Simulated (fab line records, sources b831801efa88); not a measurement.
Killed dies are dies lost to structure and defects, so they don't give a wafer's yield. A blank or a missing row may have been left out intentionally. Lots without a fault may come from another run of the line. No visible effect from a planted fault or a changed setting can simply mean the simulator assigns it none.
A lot that was struck, set against a sound lot ; flow sfq_line ; 14 steps out of a route of 325
Sound: wafers L255.3, L255.4, L255.6. The struck wafers were L262.1, L262.3, L262.4. Last of all comes the cause.
Per side, at each step with rows, come the tool, then ch with its chambers, and then its first start. Under that, the readings that differ: sound wafers ; struck wafers ; difference of the means ; sigmas: that difference in standard deviations of wafers without a fault.
alike: words and numbers the same on both sides, and readings whose means are apart by under 2 such deviations; not compared: readings that were withheld, readings missing a value for some wafer, numbers with overlapping values and no deviation given by the record, and bounds like >300 which may hide the same value.
A row with sigmas, a row that says differs or no value, or rows on one side alone: a step with any of these is where the two part. When numbers do not overlap yet have no deviation, they are printed without sigmas and do not part them. A reading missing from all wafers of one side parts the sides only when that side holds two or more wafers.

first, 4 steps without rows for these wafers: SFQ_TRILAYER_M3_LITHO_SOFTBAKE_079; SFQ_TRILAYER_M3_LITHO_EXPOSE_076 (exposes mask M3, target cd 500 nm); SFQ_TRILAYER_M3_LITHO_PEB_078 (peb time 60 s); SFQ_TRILAYER_M3_LITHO_DEVELOP_077 (time 60 s).
SFQ_M3_OVL_MEAS_921:
  sound on overlay-02 at day 44 21:29; struck on overlay-01 at day 47 08:22
  alike: M3_OVL
SFQ_TRILAYER_M3_BARC_OPEN_METAL_ETCH_100: etches BARC in O2, target depth 125 nm, time 41.7 s.
  sound on rie_metal-04 ch 0,1, day 44 21:32; struck on rie_metal-01 ch 0,1, day 47 08:24
  alike: bias_w, drypump_motor_current_A, oes_product_au
  not compared: rf_hours_counter_h
SFQ_TRILAYER_M3_ETCH_METAL_ETCH_078: etches Nb in Cl2/Ar, stops on SiO2, target depth 240 nm, time 120 s.
  sound on rie_metal-04 ch 0,1, day 44 21:37; struck on rie_metal-01 ch 0,1, day 47 08:28
  alike: bias_w, drypump_motor_current_A, oes_product_au
  not compared: rf_hours_counter_h
SFQ_TRILAYER_M3_STRIP_STRIP_079: strips in O2.
  sound on rie_metal-04 ch 0,1, day 44 21:54; struck on rie_metal-01 ch 0,1, day 47 08:35
  alike: drypump_motor_current_A, oes_product_au, platen_temp_c
  not compared: rf_hours_counter_h
then, 1 step without rows for these wafers: SFQ_TRILAYER_M3_STRIP_SOLV_CLEAN_080 (cleans in NMP, time 600 s).
SFQ_TRILAYER_I3_DEP_PECVD_081: deposits SiO2 from SiH4/N2O, time 111.11 s, target thk 500 nm.
  sound on pecvd-01 ch 0,1,2, day 44 22:28; struck on pecvd-01 ch 0,2, day 47 09:22
  alike: heater_power_w, throttle_valve_pct
SFQ_TRILAYER_I3_CMP_CMP_082: polishes SiO2.
  sound on cmp-02 ch 2,3, day 45 02:50; struck on cmp-02 ch 0,1,3, day 47 11:43
  alike: motor_current_A, slurry_filter_dp_kPa, time_to_endpoint_s
SFQ_I3_BOW_MEAS_922:
  sound on film_metro-03 at day 45 05:52; struck on film_metro-02 at day 47 14:13
  alike: I3_BOW
SFQ_TRILAYER_I3_METRO_MEASURE_083:
  sound on film_metro-03 at day 45 06:21; struck on film_metro-02 at day 47 14:20
reading;sound;struck;difference;sigmas
thk_nm (nm);198.6 197.7 197.6;201.2 204.1 204.2;+5.2;+5
then, 1 step without rows for these wafers: SFQ_TRILAYER_I3_VIA_LITHO_COAT_090 (resist thk 62 nm).

WHERE THEY PART
Within this record, at SFQ_TRILAYER_I3_METRO_MEASURE_083 only.

WHY: what the simulator had put in
Metrology matching offset: film_metro-02, from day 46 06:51 on, at SFQ_TRILAYER_I3_METRO_MEASURE_083. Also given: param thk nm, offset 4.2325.
